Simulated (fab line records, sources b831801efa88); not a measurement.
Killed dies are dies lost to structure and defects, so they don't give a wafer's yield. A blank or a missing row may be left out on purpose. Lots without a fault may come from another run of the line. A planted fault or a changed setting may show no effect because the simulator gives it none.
fab line records | flow sfq_line
record lots=14 wafers=41 last_day=82
route steps=325 shown M1@59 I4@164 JJ@179
lots that met no fault: from a run of the same line without faults
start_h: hours from the record's first day to the start of the lot's first wafer shown | wait_h: hours since the lot's step before | " the same as in the row above | L1.1+2: a row that stands for several wafers | - no value, or no start given | * or withheld: withheld | < > ~ a bound
route shown NAME@n: a module of which the file shows steps, and the number in the route of the first | usual: mean/standard deviation of fault-free wafers | same: alike in all rows | chamber/n: place in a boat | sites: the reading at each site | _std_site: their standard deviation | _edge_site: outer sites' mean less inner sites' | radius_mm: how far each site lies from the wafer's centre | mask NAME#n: copy n | behind: the tool/chamber that last shaped the wafer | hold: why the lot was held/for how many hours/how that ended | device: the transistor (n, p or np) that didn't switch | end of line: the same wafers' tests at the end of the route | a step without rows: its recipe alone | killed: dies lost to structure and defects at the first sort, not the wafer's yield | map: a wafer's dies, x killed, . not, _ none there
set.NAME: the setting as run; set.NAME@STEP: as run at that earlier step | model.NAME: the simulator's own value behind a step, which no gauge read
steps of the route over a sample of lots; a table a step, a row a wafer
services: from which hour (start_h, from the record's first day; less than 0 if before it) a tool's chamber was out of use, for how many hours, and why
## steps
# step SFQ_TRILAYER_M1_DEP_SPUTTER_037
# recipe material=Nb base_pressure_pa=1.33e-06 chamber_pressure_pa=0.1333 substrate_temp_c=20 resputter_cathode_voltage_v=400 target_thk_nm=200 power_w=2000 time_s=133.3
# usual throttle_valve_pct=30.2/1.1
# columns lot.wafer tool chamber start_h wait_h throttle_valve_pct
L365.1 pvd_sputter-05 - 240.81 0.0 31.5
L365.2 " - " " 29.6
L365.5 " - " " 29.4
L366.1 pvd_sputter-05 - 244.56 0.0 29.2
L366.2 " - " " 31.7
L366.3 " - " " 29.6
L367.2 pvd_sputter-05 - 248.18 0.0 30.2
L367.4 " - " " 31.9
L367.6 " - " " 29.2
L368.3 pvd_sputter-05 - 254.16 0.0 31.8
L368.4 " - " " 29.7
L368.6 " - " " 30.2
L370.4 pvd_sputter-06 - 270.96 0.0 28.8
L370.5 " - " " 30.1
L370.6 " - " " 28.6
L371.3 pvd_sputter-03 - 274.56 0.0 32.6
L371.4 " - " " 29.5
L371.6 " - " " 32.3
L372.2 pvd_sputter-03 - 278.16 0.0 29.7
L372.3 " - " " 29.6
L372.6 " - " " 29.4
L373.2 pvd_sputter-03 - 281.76 0.0 29.7
L373.3 " - " " 30.0
L373.4 " - " " 32.5
L375.1 pvd_sputter-06 - 295.74 0.0 29.3
L375.3 " - " " 29.8
L375.6 " - " " 28.7
L376.2 pvd_sputter-05 - 332.94 0.0 29.5
L376.5 " - " " 30.1
L376.6 " - " " 29.7
L377.1 pvd_sputter-03 - 341.35 0.0 32.7
L377.3 " - " " 30.8
L377.4 " - " " 29.9
L384.1 pvd_sputter-06 - 424.52 0.0 29.1
L384.5 " - " " 29.8
L384.6 " - " " 28.9
L385.3 pvd_sputter-06 - 431.58 0.0 29.0
L385.5 " - " " 29.3
L386.1 pvd_sputter-03 - 444.76 0.0 29.9
L386.2 " - " " 32.7
L386.5 " - " " 29.9
# step SFQ_TRILAYER_I4_CMP_CMP_100
# recipe material=SiO2 down_force_psi=3 platen_rpm=60 pad_velocity_m_s=0.94248
# usual motor_current_A=10.6/1 time_to_endpoint_s=215/7.2
# columns lot.wafer tool chamber start_h wait_h motor_current_A time_to_endpoint_s
L365.2 cmp-02 0 978.12 34.8 9.7 212
L365.1 " 3 979.62 36.3 9.0 214
L365.5 " 1 980.62 37.3 11.4 219
L366.2 cmp-01 0 979.24 35.5 11.6 210
L366.1 " 2 980.24 36.5 10.3 208
L366.3 " 3 " " 11.2 211
L367.2 cmp-02 2 982.12 37.2 9.1 208
L367.4 " 3 " " 10.1 217
L367.6 " 0 " " 9.3 218
L368.4 cmp-02 0 993.62 14.6 9.3 214
L368.3 " 2 994.62 15.7 9.4 199
L368.6 " 0 995.62 16.6 9.3 207
L370.4 cmp-02 0 1003.12 9.8 9.8 223
L370.6 " 2 1004.12 10.8 9.7 216
L370.5 " 3 " " 9.7 211
L371.4 cmp-01 3 1004.78 8.9 10.8 221
L371.3 " 0 " " 11.3 221
L371.6 " 2 1006.28 10.3 10.0 215
L372.3 cmp-02 1 1005.62 6.3 10.5 202
L372.2 " 2 " " 9.6 198
L372.6 " 1 1007.62 8.3 11.5 202
L373.4 cmp-01 0 1006.78 2.7 11.4 221
L373.2 " 2 1007.78 3.7 9.7 211
L373.3 " 3 " " 11.9 219
L375.3 cmp-02 2 1011.62 5.2 9.0 199
L375.1 " 0 1012.62 6.2 9.1 210
L375.6 " 2 1013.62 7.1 8.9 209
L376.2 cmp-02 0 1015.62 8.0 9.9 208
L376.5 " 1 " " 11.0 209
L376.6 " 2 " " 8.9 205
L377.4 cmp-01 1 1204.50 0.0 12.3 223
L377.3 " 2 " " 10.0 214
L377.1 " 3 " " 11.3 219
L384.1 cmp-01 1 1323.42 2.4 12.0 218
L384.6 " 1 1325.42 4.3 11.9 225
L384.5 " 2 " " 10.1 229
L385.3 cmp-01 0 1336.92 3.8 11.8 215
L385.5 " 2 1337.92 4.8 10.0 231
L386.1 cmp-02 1 1340.59 3.8 10.4 208
L386.2 " 2 " " 9.6 210
L386.5 " 0 1342.09 5.2 9.8 206
# step SFQ_TRILAYER_I4_METRO_MEASURE_101
# usual thk_nm=199.7/0.86
# columns lot.wafer tool chamber start_h wait_h thk_nm
L365.1 film_metro-01 - 981.24 0.1 199.5
L365.2 " - " " 198.5
L365.5 " - " " 199.4
L366.1 film_metro-04 - 982.36 0.1 200.7
L366.2 " - " " 201.2
L366.3 " - " " 201.3
L367.2 film_metro-01 - 984.44 0.3 198.6
L367.4 " - " " 198.6
L367.6 " - " " 199.1
L368.3 film_metro-04 - 996.64 0.5 199.1
L368.4 " - " " 199.9
L368.6 " - " " 199.7
L370.4 film_metro-04 - 1005.84 0.6 199.5
L370.5 " - " " 201.5
L370.6 " - " " 199.3
L371.3 film_metro-01 - 1007.30 0.5 200.2
L371.4 " - " " 200.3
L371.6 " - " " 200.0
L372.2 film_metro-04 - 1008.44 0.3 198.9
L372.3 " - " " 198.8
L372.6 " - " " 199.7
L373.2 film_metro-02 - 1010.10 0.3 200.1
L373.3 " - " " 200.3
L373.4 " - " " 200.5
L375.1 film_metro-02 - 1014.24 0.1 201.1
L375.3 " - " " 201.2
L375.6 " - " " 201.4
L376.2 film_metro-02 - 1017.44 0.3 200.3
L376.5 " - " " 200.9
L376.6 " - " " 200.3
L377.1 film_metro-02 - 1207.62 0.1 200.0
L377.3 " - " " 198.4
L377.4 " - " " 200.2
L384.1 film_metro-01 - 1326.54 0.1 199.9
L384.5 " - " " 178.5
L384.6 " - " " 200.5
L385.3 film_metro-02 - 1338.94 0.5 198.7
L385.5 " - " " 179.2
L386.1 film_metro-02 - 1343.21 0.1 199.5
L386.2 " - " " 200.2
L386.5 " - " " 200.6
# step SFQ_TRILAYER_I4_VIA_ETCH_VIA_ETCH_106
# recipe target=SiO2 stop_on=Nb mask_material=PR taper_deg=20 chemistry=CHF3 target_depth_nm=260 source_w=500 bias_w=80 pressure_mtorr=30 time_s=withheld
# usual drypump_motor_current_A=5.7/0.57 oes_product_au=0.854/0.0051
# columns lot.wafer tool chamber start_h wait_h drypump_motor_current_A oes_product_au
L365.1 rie_diel-04 0 1117.04 0.0 5.5 0.853
L365.2 " 2 " " 5.6 0.864
L365.5 " 0 " " 5.6 0.855
L366.1 rie_diel-02 3 1118.24 0.0 5.8 0.861
L366.2 " 0 " " 6.4 0.863
L366.3 " 1 " " 4.8 0.864
L367.2 rie_diel-01 0 1121.84 0.0 5.7 0.849
L367.4 " 2 " " 5.7 0.846
L367.6 " 2 " " 5.7 0.853
L368.3 rie_diel-04 2 1136.24 0.0 5.6 0.859
L368.4 " 0 " " 5.5 0.859
L368.6 " 3 " " 6.2 0.848
L370.4 rie_diel-01 1 1145.90 0.1 4.7 0.851
L370.5 " 3 " " 6.5 0.864
L370.6 " 2 " " 5.6 0.853
L371.3 rie_diel-04 2 1148.24 0.0 5.7 0.854
L371.4 " 3 " " 6.2 0.846
L371.6 " 0 " " 5.6 0.860
L372.2 rie_diel-02 1 1150.64 0.0 4.8 0.853
L372.3 " 3 " " 5.8 0.850
L372.6 " 0 " " 6.4 0.851
L373.2 rie_diel-01 0 1151.84 0.0 5.7 0.854
L373.3 " 2 " " 5.7 0.857
L373.4 " 1 " " 4.7 0.857
L375.1 rie_diel-01 2 1159.04 0.0 5.7 0.857
L375.3 " 3 " " 6.5 0.866
L375.6 " 2 " " 5.7 0.858
L376.2 rie_diel-04 0 1160.87 0.0 5.6 0.859
L376.5 " 1 " " 6.3 0.849
L376.6 " 0 " " 5.5 0.855
L377.1 rie_diel-04 3 1211.14 0.0 6.2 0.851
L377.3 " 0 " " 5.5 0.851
L377.4 " 1 " " 6.3 0.841
L384.1 rie_diel-02 2 1337.32 0.0 5.6 0.859
L384.5 " 2 " " 5.6 0.808
L384.6 " 0 " " 6.3 0.856
L385.3 rie_diel-01 3 1447.84 0.0 6.4 0.849
L385.5 " 0 " " 5.7 0.801
L386.1 rie_diel-02 3 1452.64 0.0 5.8 0.852
L386.2 " 0 " " 6.3 0.860
L386.5 " 0 " " 6.4 0.865
# step SFQ_TRILAYER_JJ_TRILAYER_DEP_SPUTTER_109
# recipe material=Nb base_pressure_pa=1.33e-06 chamber_pressure_pa=0.1333 substrate_temp_c=20 target_thk_nm=150 power_w=2000 time_s=100
# usual throttle_valve_pct=30.3/1.1
# columns lot.wafer tool chamber start_h wait_h throttle_valve_pct
L365.1 pvd_sputter-03 - 1117.96 0.0 31.0
L365.2 " - " " 29.3
L365.5 " - " " 30.0
L366.1 pvd_sputter-05 - 1119.18 0.0 30.1
L366.2 " - " " 29.2
L366.3 " - " " 32.0
L367.2 pvd_sputter-03 - 1122.76 0.0 31.1
L367.4 " - " " 30.1
L367.6 " - " " 32.4
L368.3 pvd_sputter-03 - 1137.16 0.0 31.3
L368.4 " - " " 30.1
L368.6 " - " " 32.3
L370.4 pvd_sputter-06 - 1146.76 0.0 29.4
L370.5 " - " " 28.5
L370.6 " - " " 30.0
L371.3 pvd_sputter-05 - 1149.16 0.0 29.3
L371.4 " - " " 29.8
L371.6 " - " " 30.3
L372.2 pvd_sputter-06 - 1151.56 0.0 30.0
L372.3 " - " " 31.2
L372.6 " - " " 29.3
L373.2 pvd_sputter-05 - 1152.76 0.0 29.3
L373.3 " - " " 30.0
L373.4 " - " " 31.5
L375.1 pvd_sputter-03 - 1159.96 0.0 30.8
L375.3 " - " " 29.5
L375.6 " - " " 29.9
L376.2 pvd_sputter-06 - 1161.78 0.0 30.1
L376.5 " - " " 28.7
L376.6 " - " " 29.1
L377.1 pvd_sputter-05 - 1212.06 0.0 31.6
L377.3 " - " " 30.0
L377.4 " - " " 29.5
L384.1 pvd_sputter-06 - 1338.23 0.0 29.2
L384.5 " - " " 28.8
L384.6 " - " " 29.5
L385.3 pvd_sputter-05 - 1448.76 0.0 31.8
L385.5 " - " " 29.5
L386.1 pvd_sputter-03 - 1453.56 0.0 29.4
L386.2 " - " " 29.8
L386.5 " - " " 32.2
# step SFQ_TRILAYER_JJ_TRILAYER_DEP_SPUTTER_112
# recipe material=Nb base_pressure_pa=1.33e-06 chamber_pressure_pa=0.1333 substrate_temp_c=20 target_thk_nm=170 power_w=2000 time_s=113.3
# usual throttle_valve_pct=30.3/1.1
# columns lot.wafer tool chamber start_h wait_h throttle_valve_pct
L365.1 pvd_sputter-03 - 1119.05 0.5 31.2
L365.2 " - " " 29.4
L365.5 " - " " 29.7
L366.1 pvd_sputter-05 - 1120.27 0.5 30.1
L366.2 " - " " 29.7
L366.3 " - " " 31.6
L367.2 pvd_sputter-03 - 1123.85 0.5 31.0
L367.4 " - " " 30.0
L367.6 " - " " 32.8
L368.3 pvd_sputter-03 - 1138.25 0.5 31.0
L368.4 " - " " 30.2
L368.6 " - " " 32.5
L370.4 pvd_sputter-06 - 1147.85 0.5 29.8
L370.5 " - " " 28.7
L370.6 " - " " 30.0
L371.3 pvd_sputter-05 - 1150.25 0.5 29.2
L371.4 " - " " 30.3
L371.6 " - " " 29.9
L372.2 pvd_sputter-06 - 1152.65 0.5 30.3
L372.3 " - " " 31.4
L372.6 " - " " 29.1
L373.2 pvd_sputter-05 - 1153.85 0.5 29.6
L373.3 " - " " 30.0
L373.4 " - " " 31.5
L375.1 pvd_sputter-03 - 1161.05 0.5 31.2
L375.3 " - " " 29.2
L375.6 " - " " 30.2
L376.2 pvd_sputter-06 - 1162.88 0.5 30.3
L376.5 " - " " 28.7
L376.6 " - " " 29.4
L377.1 pvd_sputter-05 - 1213.15 0.5 31.6
L377.3 " - " " 30.0
L377.4 " - " " 29.5
L384.1 pvd_sputter-06 - 1339.33 0.5 29.5
L384.5 " - " " 28.8
L384.6 " - " " 29.4
L385.3 pvd_sputter-05 - 1449.85 0.5 31.8
L385.5 " - " " 29.7
L386.1 pvd_sputter-03 - 1454.65 0.5 29.2
L386.2 " - " " 30.2
L386.5 " - " " 32.2
## services
# columns tool chamber start_h hours kind
pvd_sputter-03 - 241.48 3.8 repair
pvd_sputter-03 - 251.12 5.0 repair
pvd_sputter-03 - 368.37 2.2 repair
pvd_sputter-05 - 413.23 1.2 repair
pvd_sputter-05 - 426.64 8.0 repair
pvd_sputter-05 - 463.92 2.9 repair
pvd_sputter-03 - 534.89 7.2 repair
pvd_sputter-05 - 552.67 10.8 repair
pvd_sputter-05 - 595.01 3.6 repair
pvd_sputter-05 - 596.20 8.8 repair
pvd_sputter-05 - 615.37 5.1 repair
pvd_sputter-03 - 733.24 7.3 repair
pvd_sputter-03 - 767.52 3.4 repair
pvd_sputter-05 - 827.66 2.2 repair
pvd_sputter-03 - 864.23 9.0 repair
pvd_sputter-03 - 944.57 3.2 repair
pvd_sputter-05 - 955.95 3.6 repair
pvd_sputter-03 - 980.36 2.0 repair
pvd_sputter-03 - 1029.21 3.7 repair
pvd_sputter-03 - 1035.27 3.1 repair
pvd_sputter-05 - 1080.81 1.6 repair
pvd_sputter-03 - 1164.80 2.4 repair
pvd_sputter-03 - 1322.28 1.7 repair
pvd_sputter-03 - 1378.23 1.8 repair
## key
first_sign step=SFQ_TRILAYER_I4_METRO_MEASURE_101 reading=thk_nm direction=down sigmas=24 usual=199.7 struck=178.9
effect step=SFQ_TRILAYER_I4_VIA_ETCH_VIA_ETCH_106 reading=oes_product_au direction=down sigmas=9.6 usual=0.854 struck=0.805
met_at SFQ_TRILAYER_I4_CMP_CMP_100
struck_lots L384,L385
struck_wafers L384.5,L385.5
not_acting_at SFQ_TRILAYER_M1_DEP_SPUTTER_037,SFQ_TRILAYER_JJ_TRILAYER_DEP_SPUTTER_109,SFQ_TRILAYER_JJ_TRILAYER_DEP_SPUTTER_112
onset_between 1204.50 1323.42
fault kind=process_parameter_drift tool=cmp-01 chamber=- onset_h=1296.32 steps=SFQ_TRILAYER_I4_CMP_CMP_100 channel=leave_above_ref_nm offset=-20 shape=step end_h=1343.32 scope=struck_wafers_only acts_in=these_recipes_only stated=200
